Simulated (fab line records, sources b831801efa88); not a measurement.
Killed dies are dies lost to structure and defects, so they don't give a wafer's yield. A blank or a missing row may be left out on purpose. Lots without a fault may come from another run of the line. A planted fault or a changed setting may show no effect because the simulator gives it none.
Split-lot experiment | flow sky130 | 5 lots, 23 wafers read, on a route of 708 steps

THE SPLIT
At SKY_SONOS_ONO_CVD_04 (deposits SiO2 from SiH4/N2O, target thk 5.7199 nm), the setting temp_c was moved away from the recipe's 900 C on 20 of the 23 wafers read, by -1.6% to +2.6%. The other wafers ran this setting at the recipe's value.

The file shows no step between the split and the reading.

THE READING
SONOS_ONO_CVD_04_THK, in nm, at SKY_SONOS_ONO_THK_MEAS_05. Fault-free wafers of this fab line usually give 5.77 nm, standard deviation 0.11 nm.

wafer  | tool, chamber at the split | temp_c as run, C | against the recipe | SONOS_ONO_CVD_04_THK, nm | against lot-mates on the recipe
L077.1 | -, -                       | 911.7            | +1.3%              | 6.94                     | no lot-mate on the recipe
L077.2 | -, -                       | 911.7            | +1.3%              | 6.93                     | no lot-mate on the recipe
L077.3 | -, -                       | 911.7            | +1.3%              | 6.94                     | no lot-mate on the recipe
L077.4 | -, -                       | 911.7            | +1.3%              | 6.86                     | no lot-mate on the recipe
L077.6 | -, -                       | 911.7            | +1.3%              | 6.97                     | no lot-mate on the recipe
L078.2 | -, -                       | 885.9            | -1.6%              | 4.59                     | no lot-mate on the recipe
L078.3 | -, -                       | 885.9            | -1.6%              | 4.62                     | no lot-mate on the recipe
L078.4 | -, -                       | 885.9            | -1.6%              | 4.63                     | no lot-mate on the recipe
L078.5 | -, -                       | 885.9            | -1.6%              | 4.59                     | no lot-mate on the recipe
L078.6 | -, -                       | 885.9            | -1.6%              | 4.47                     | no lot-mate on the recipe
L080.2 | lpcvd-03, 0                | 900              | recipe             | 5.88                     | -
L080.4 | lpcvd-03, 0                | 900              | recipe             | 5.89                     | -
L080.5 | lpcvd-03, 0                | 900              | recipe             | 5.82                     | -
L083.1 | -, -                       | 892.2            | -0.9%              | 5.06                     | no lot-mate on the recipe
L083.2 | -, -                       | 892.2            | -0.9%              | 4.99                     | no lot-mate on the recipe
L083.3 | -, -                       | 892.2            | -0.9%              | 5.17                     | no lot-mate on the recipe
L083.4 | -, -                       | 892.2            | -0.9%              | 5.14                     | no lot-mate on the recipe
L083.5 | -, -                       | 892.2            | -0.9%              | 5.15                     | no lot-mate on the recipe
L084.1 | -, -                       | 923.6            | +2.6%              | 8.48                     | no lot-mate on the recipe
L084.2 | -, -                       | 923.6            | +2.6%              | 8.47                     | no lot-mate on the recipe
L084.3 | -, -                       | 923.6            | +2.6%              | 8.48                     | no lot-mate on the recipe
L084.4 | -, -                       | 923.6            | +2.6%              | 8.40                     | no lot-mate on the recipe
L084.6 | -, -                       | 923.6            | +2.6%              | 8.46                     | no lot-mate on the recipe

THE FIT
A straight line over all 23 wafers: SONOS_ONO_CVD_04_THK changes by +0.915 nm for each +1% of temp_c; r = +1.00; the points scatter about the line by 0.13 nm.
Too few moved wafers have a lot-mate on the recipe to fit a line with each lot's own level taken away.

THE WHOLE CHAIN: every reading that the file lists as answering this split, in the file's order
step                      | what it does                                          | reading                                                                          | change (the file's fit)               | r (the file's)
SKY_SONOS_ONO_CVD_04      | deposits SiO2 from SiH4/N2O, target thk 5.7199 nm     | SiO2_of_SONOS_ONO_CVD_04.thk_nm (the simulator's own value, which no gauge read) | +0.916 nm for each +1% of the setting | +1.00
SKY_SONOS_ONO_THK_MEAS_05 |                                                       | SONOS_ONO_CVD_04_THK                                                             | +0.916 for each +1% of the setting    | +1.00
SKY_SONOS_ONO_WET_ETCH_18 | etches Si3N4 in H3PO4, target depth 15 nm, time 172 s | SiO2_of_SONOS_ONO_CVD_04.thk_nm (the simulator's own value, which no gauge read) | +0.913 nm for each +1% of the setting | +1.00

THE FILE'S OWN FIT
SONOS_ONO_CVD_04_THK changes by +0.916 nm for each +1% of temp_c, r = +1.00.
